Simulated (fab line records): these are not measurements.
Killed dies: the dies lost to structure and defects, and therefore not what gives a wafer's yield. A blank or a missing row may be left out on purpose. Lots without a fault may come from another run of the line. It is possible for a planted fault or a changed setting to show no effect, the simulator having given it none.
Chamber matching	flow sky130	4 sister chambers for SKY_CONTACT_CMP_04 on cmp-01
The step polishes SiO2. 8 wafers are shown with their chamber, then 12 later ones without.

## EACH WAFER AND ITS CHAMBER
wafer	chamber	motor current A (A)	time to endpoint s (s)
L079.4	2	11.8	87.7
L081.6	2	12.2	81.0
L085.2	1	12.7	79.8
L085.4	3	12.2	78.5
L085.5	0	12.3	79.8
L086.3	0	11.9	84.6
L086.4	3	12.3	85.7
L086.6	1	12.0	82.7

## WAFERS MISSING THEIR CHAMBER
wafer	motor current A (A)	time to endpoint s (s)
L090.4	11.6	80.4
L090.5	11.8	84.2
L090.6	11.9	86.4
L092.3	13.0	79.7
L092.4	12.1	83.4
L092.5	12.4	81.1
L095.1	12.3	84.2
L095.4	12.0	87.4
L095.5	12.2	80.0
L097.1	12.3	87.9
L097.4	12.1	79.3
L097.5	12.3	80.7

## WHICH CHAMBER EACH ONE RAN IN
wafer	from the rows above	in truth
L090.4	can't be placed: 2 or 0 or 3 or 1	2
L090.5	can't be placed: 2 or 0 or 3 or 1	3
L090.6	can't be placed: 2 or 0 or 3 or 1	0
L092.3	can't be placed: 1 or 3 or 0 or 2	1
L092.4	can't be placed: 0 or 2 or 3 or 1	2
L092.5	can't be placed: 1 or 3 or 0 or 2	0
L095.1	can't be placed: 3 or 1 or 0 or 2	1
L095.4	can't be placed: 2 or 0 or 3 or 1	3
L095.5	can't be placed: 3 or 1 or 0 or 2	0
L097.1	can't be placed: 2 or 3 or 0 or 1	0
L097.4	can't be placed: 0 or 3 or 1 or 2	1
L097.5	can't be placed: 1 or 3 or 0 or 2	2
Placed correctly: 0 of 12. Can't be placed from these rows: 12 (the true chamber is among the candidates in 12). Placed wrongly: 0.
How it was worked out, from the rows above alone: a wafer's distance from a chamber is the root of the sum, over the readings, of the square of ((its reading less the chamber's mean) divided by the reading's scatter). If the next closest chamber is less than 2 further off than the closest, the wafer can't be placed; otherwise it belongs to the closest. The mean given for a chamber averages the wafers shown for that chamber. How the scatter is found: for the shown wafers, subtract from each reading the mean of its chamber, square and add these, divide the total by (wafers less chambers), then take the root.
